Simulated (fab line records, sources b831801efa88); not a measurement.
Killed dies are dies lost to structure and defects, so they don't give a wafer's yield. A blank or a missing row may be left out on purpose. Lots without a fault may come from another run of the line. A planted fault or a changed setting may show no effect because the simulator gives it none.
Which tool did it? | flow gf180mcu | 6 lots, 17 wafers sampled, at 2 steps of a route of 602

WHAT THE GAUGES READ, wafer by wafer
GF_VT_IMPLANT_OVL_MEAS_29.
lot  | measured     | on         | VT_IMPLANT_02_OVL (nm)
L544 | day 7 15:42  | overlay-01 | -1.8 -1.6 -0.9
L547 | day 8 04:09  | overlay-01 | 0.6 0.5 0.6
L550 | day 9 02:37  | overlay-02 | 2.0 4.9
L559 | day 11 11:39 | overlay-01 | -0.8 -1.3 1.1
L561 | day 11 20:13 | overlay-02 | 2.4 -0.1 0.1
L564 | day 12 18:06 | overlay-02 | 0.5 0.9 0.6

WHICH TOOL RAN EACH LOT (tool, then ch and the chambers of the sampled wafers, then the start)
lot  | GF_NWELL_STRIP_10
L544 | plasma_asher-02 ch 0,1, day 4 00:02
L547 | plasma_asher-04 ch 0,1, day 4 08:58
L550 | plasma_asher-03 ch 0,1, day 5 05:35
L559 | plasma_asher-03 ch 0,1, day 7 04:10
L561 | plasma_asher-02 ch 0,1, day 7 13:26
L564 | plasma_asher-02 ch 0,1, day 8 06:30
- GF_NWELL_STRIP_10: strips in O2/N2.

THE ANSWER, worked out from the rows above alone
Rule: what is usual is taken from the lots themselves. Put in order of their means at a reading, lots are off if they are a third of the lots or fewer, leave a main group of 4 or more, and stand apart from it by a gap of 3 or more times the standard deviation of the main group's means; of several such gaps the widest counts. A main group whose means are all the same, to the digits that the tables above print for the reading, isn't used. A lot without any number at a reading at which 4 lots or more have one is off too. The other lots that the step has rows for count as sound.
Off: L550, at GF_VT_IMPLANT_OVL_MEAS_29 (VT_IMPLANT_02_OVL). The main group: mean 0.1 nm, standard deviation 0.84.
A tool fits if, at a process step before that reading, it ran every lot that is off, and no sound lot after the first of them. The gauges at GF_VT_IMPLANT_OVL_MEAS_29 are tried like those tools. None of those tried fits.

WHAT THE SIMULATOR HAD PUT IN
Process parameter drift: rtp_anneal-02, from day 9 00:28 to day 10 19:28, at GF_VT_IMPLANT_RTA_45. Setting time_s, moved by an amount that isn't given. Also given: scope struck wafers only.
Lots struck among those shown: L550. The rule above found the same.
